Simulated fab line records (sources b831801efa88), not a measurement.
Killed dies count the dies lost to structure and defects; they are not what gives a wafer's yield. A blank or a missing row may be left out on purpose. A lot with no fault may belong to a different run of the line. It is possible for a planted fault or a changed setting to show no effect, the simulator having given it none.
Which tool is to blame?	flow gf180mcu	Sampling: 24 lots, 72 wafers, 5 of 602 route steps

== WHAT THE GAUGES READ, wafer by wafer ==
GF_NSD_OVL_MEAS_08.
lot	measured	on	NSD_OVL (nm)
L074	day 13 08:52	overlay-01	0.7 0.3 -0.7
L075	day 13 13:05	overlay-02	0.2 -1.2 -2.5
L076	day 14 01:45	overlay-01	3.7 3.8 4.0
L077	day 14 07:41	overlay-01	1.5 3.3 2.0
L078	day 14 13:02	overlay-01	1.5 0.2 0.2
L079	day 15 02:22	overlay-01	-1.5 -0.5 -1.9
L080	day 15 06:10	overlay-02	0.7 -0.2 -0.5
L081	day 15 16:58	overlay-01	1.7 0.6 3.2
L082	day 16 00:54	overlay-01	2.0 0.3 -0.1
L083	day 16 13:14	overlay-01	0.8 -0.2 -0.2
L084	day 16 20:34	overlay-02	-0.6 -0.6 -2.9
L085	day 17 05:20	overlay-02	-0.4 -0.6 -0.8
L086	day 17 12:27	overlay-02	-2.1 -1.8 -0.3
L087	day 17 21:09	overlay-01	1.4 2.1 2.1
L088	day 18 04:15	overlay-02	2.0 2.1 0.5
L089	day 18 09:55	overlay-01	-0.8 -1.2 0.2
L090	day 18 22:28	overlay-01	-1.8 -1.8 -0.4
L091	day 19 05:57	overlay-01	3.6 1.7 0.1
L092	day 19 15:46	overlay-02	1.1 -0.6 1.3
L093	day 19 22:30	overlay-01	-0.2 -0.7 0.1
L094	day 20 05:55	overlay-01	1.2 1.0 -0.6
L095	day 20 13:11	overlay-01	1.5 0.8 -0.8
L096	day 20 22:07	overlay-02	-1.5 -1.6 0.0
L097	day 21 10:46	overlay-02	-1.5 0.4 1.3

GF_M3_OVL_MEAS_15.
lot	measured	on	M3_OVL (nm)
L074	day 21 11:29	overlay-02	7 9 -4
L075	day 21 14:36	overlay-02	-7 -1 -11
L076	day 22 04:36	overlay-01	-8 -4 1
L077	day 22 12:59	overlay-01	-11 4 -9
L078	day 22 17:08	overlay-01	-10 -5 -3
L079	day 23 06:48	overlay-02	1 -4 -2
L080	day 23 12:34	overlay-02	-4 -11 -10
L081	day 23 20:08	overlay-01	-11 -19 -17
L082	day 24 05:36	overlay-02	-2 -4 -4
L083	day 24 19:29	overlay-02	-12 -12 -15
L084	day 24 23:39	overlay-02	6 9 8
L085	day 25 12:52	overlay-02	-11 -18 -10
L086	day 25 18:32	overlay-02	-9 -4 -4
L087	day 25 21:45	overlay-02	-11 -13 -14
L088	day 26 08:53	overlay-01	-13 -13 -10
L089	day 26 12:52	overlay-02	0 -9 -4
L090	day 26 19:53	overlay-01	1 -3 -3
L091	day 27 09:20	overlay-01	-9 -4 0
L092	day 27 12:30	overlay-01	2 0 0
L093	day 27 16:05	overlay-01	-19 -12 -15
L094	day 28 01:34	overlay-02	2 3 -7
L095	day 28 06:56	overlay-01	-2 -3 -2
L096	day 28 11:55	overlay-01	9 2 3
L097	day 28 21:33	overlay-01	-13 -11 -16

== EACH LOT AND THE TOOL THAT RAN IT (in order: tool; ch and the chambers of the sampled wafers; start) ==
lot	GF_LVPWELL_STRIP_10	GF_SALICIDE_SPUTTER_02	GF_M2_SPUTTER_00
L074	plasma asher-03 ch 0,1, day 3 21:01	pvd sputter-03, day 15 03:12	pvd sputter-04, day 18 04:17
L075	plasma asher-01 ch 0,1, day 4 01:25	pvd sputter-03, day 15 08:09	pvd sputter-03, day 18 09:26
L076	plasma asher-03 ch 0,1, day 4 07:34	pvd sputter-03, day 15 21:31	pvd sputter-04, day 19 00:26
L077	plasma asher-01 ch 0,1, day 4 14:43	pvd sputter-02, day 16 03:38	pvd sputter-02, day 19 06:59
L078	plasma asher-02 ch 0,1, day 4 18:07	pvd sputter-03, day 16 09:17	pvd sputter-03, day 19 13:10
L079	plasma asher-01 ch 0,1, day 5 01:26	pvd sputter-02, day 16 23:16	pvd sputter-04, day 20 04:26
L080	plasma asher-03 ch 0,1, day 5 06:14	pvd sputter-03, day 17 02:29	pvd sputter-03, day 20 07:55
L081	plasma asher-01 ch 0,1, day 5 11:25	pvd sputter-03, day 17 14:22	pvd sputter-02, day 20 19:05
L082	plasma asher-03 ch 0,1, day 5 16:52	pvd sputter-02, day 17 23:55	pvd sputter-02, day 21 05:40
L083	plasma asher-01 ch 0,1, day 6 01:04	pvd sputter-03, day 18 13:37	pvd sputter-03, day 21 19:29
L084	plasma asher-01 ch 0,1, day 6 05:11	pvd sputter-02, day 18 21:13	pvd sputter-03, day 22 01:02
L085	plasma asher-03 ch 1, day 6 11:37	pvd sputter-03, day 19 06:05	pvd sputter-02, day 22 14:08
L086	plasma asher-01 ch 0,1, day 6 16:25	pvd sputter-04, day 19 14:53	pvd sputter-04, day 22 20:08
L087	plasma asher-02 ch 1, day 6 21:13	pvd sputter-03, day 19 21:55	pvd sputter-02, day 23 00:35
L088	plasma asher-01 ch 0,1, day 7 04:34	pvd sputter-03, day 20 05:46	pvd sputter-03, day 23 13:13
L089	plasma asher-02 ch 0,1, day 7 09:53	pvd sputter-04, day 20 11:04	pvd sputter-02, day 23 16:22
L090	plasma asher-03 ch 0,1, day 7 14:39	pvd sputter-04, day 21 00:22	pvd sputter-02, day 24 01:21
L091	plasma asher-01 ch 0,1, day 7 19:46	pvd sputter-04, day 21 11:59	pvd sputter-02, day 24 14:05
L092	plasma asher-01 ch 0,1, day 8 03:38	pvd sputter-04, day 21 16:58	pvd sputter-02, day 24 18:52
L093	plasma asher-03 ch 0,1, day 8 07:40	pvd sputter-04, day 21 21:37	pvd sputter-02, day 24 22:52
L094	plasma asher-02 ch 0,1, day 8 13:33	pvd sputter-04, day 22 10:05	pvd sputter-04, day 25 11:01
L095	plasma asher-03 ch 0,1, day 8 17:52	pvd sputter-04, day 22 13:43	pvd sputter-04, day 25 15:18
L096	plasma asher-02 ch 0,1, day 9 01:36	pvd sputter-02, day 22 20:37	pvd sputter-02, day 25 21:09
L097	plasma asher-03 ch 0,1, day 9 04:40	pvd sputter-02, day 23 09:26	pvd sputter-03, day 26 06:58
- GF_LVPWELL_STRIP_10: strips in O2/N2.
- GF_SALICIDE_SPUTTER_02: material Co, target thk 10 nm, time 20 s.
- GF_M2_SPUTTER_00: material Ti, target thk 37.5 nm, time 150 s.

== WHAT THE TOOLS THEMSELVES READ (means of the sampled wafers that have a number; where no wafer has one, the mark that the record gives instead) ==
GF_LVPWELL_STRIP_10.
lot	tool	drypump motor current A (A)	heater power w (W)	oes product au (a.u.)	strip time to endpoint s (s)
L074	plasma asher-03	6.6	371	0.722	37.03
L075	plasma asher-01	5.3	354	0.724	37.10
L076	plasma asher-03	6.6	363	0.722	36.98
L077	plasma asher-01	5.4	341	0.726	37.06
L078	plasma asher-02	5.6	387	0.724	36.90
L079	plasma asher-01	5.3	351	0.725	37.00
L080	plasma asher-03	6.4	363	0.722	37.01
L081	plasma asher-01	5.3	349	0.720	37.09
L082	plasma asher-03	6.4	356	0.728	37.04
L083	plasma asher-01	5.4	338	0.721	37.00
L084	plasma asher-01	5.3	360	0.719	36.95
L085	plasma asher-03	6.7	373	0.727	37.14
L086	plasma asher-01	5.3	361	0.722	37.00
L087	plasma asher-02	5.5	411	0.730	36.99
L088	plasma asher-01	5.4	335	0.717	36.90
L089	plasma asher-02	5.6	364	0.723	37.01
L090	plasma asher-03	6.6	366	0.721	36.95
L091	plasma asher-01	5.5	345	0.718	37.00
L092	plasma asher-01	5.4	338	0.724	37.04
L093	plasma asher-03	6.6	366	0.722	37.09
L094	plasma asher-02	5.5	385	0.727	37.10
L095	plasma asher-03	6.5	363	0.725	36.95
L096	plasma asher-02	5.5	384	0.718	37.11
L097	plasma asher-03	6.4	358	0.721	36.96

GF_SALICIDE_SPUTTER_02.
lot	tool	throttle valve pct (%)
L074	pvd sputter-03	31.3
L075	pvd sputter-03	31.4
L076	pvd sputter-03	31.5
L077	pvd sputter-02	30.7
L078	pvd sputter-03	31.7
L079	pvd sputter-02	30.0
L080	pvd sputter-03	30.4
L081	pvd sputter-03	31.6
L082	pvd sputter-02	31.5
L083	pvd sputter-03	31.8
L084	pvd sputter-02	31.0
L085	pvd sputter-03	30.1
L086	pvd sputter-04	29.7
L087	pvd sputter-03	31.5
L088	pvd sputter-03	32.2
L089	pvd sputter-04	29.6
L090	pvd sputter-04	29.6
L091	pvd sputter-04	30.6
L092	pvd sputter-04	29.7
L093	pvd sputter-04	29.6
L094	pvd sputter-04	30.0
L095	pvd sputter-04	30.1
L096	pvd sputter-02	30.0
L097	pvd sputter-02	30.0

GF_M2_SPUTTER_00.
lot	tool	throttle valve pct (%)
L074	pvd sputter-04	29.6
L075	pvd sputter-03	31.2
L076	pvd sputter-04	30.7
L077	pvd sputter-02	29.2
L078	pvd sputter-03	31.0
L079	pvd sputter-04	29.9
L080	pvd sputter-03	31.2
L081	pvd sputter-02	30.6
L082	pvd sputter-02	31.4
L083	pvd sputter-03	31.3
L084	pvd sputter-03	30.9
L085	pvd sputter-02	30.7
L086	pvd sputter-04	30.2
L087	pvd sputter-02	30.6
L088	pvd sputter-03	31.4
L089	pvd sputter-02	30.0
L090	pvd sputter-02	30.8
L091	pvd sputter-02	30.8
L092	pvd sputter-02	29.9
L093	pvd sputter-02	29.7
L094	pvd sputter-04	30.3
L095	pvd sputter-04	29.5
L096	pvd sputter-02	29.8
L097	pvd sputter-03	30.7

== THE ANSWER, worked out from the rows above alone ==
Rule: usual is defined by the lots themselves. Put in order of their means at a reading, lots are off if they are a third of the lots or fewer, leave a main group of 4 or more, and stand apart from it by a gap of 3 or more times the standard deviation of the main group's means; of several such gaps the widest counts. A main group is skipped when, at the precision printed for the reading in the tables above, its means are all equal. Also off: a lot with no number at a reading for which 4 or more lots have one. All remaining lots with rows at the step are treated as sound. After the gauges, taken in route order, come the tools' own readings; for these a lot's mean is taken, as printed above. At the first step where some lot is off, the reading lying furthest off is the one used; lots without a number count as furthest.
No lot is off at any reading shown: from this, nothing can be told.

== WHAT THE SIMULATOR PUT IN ==
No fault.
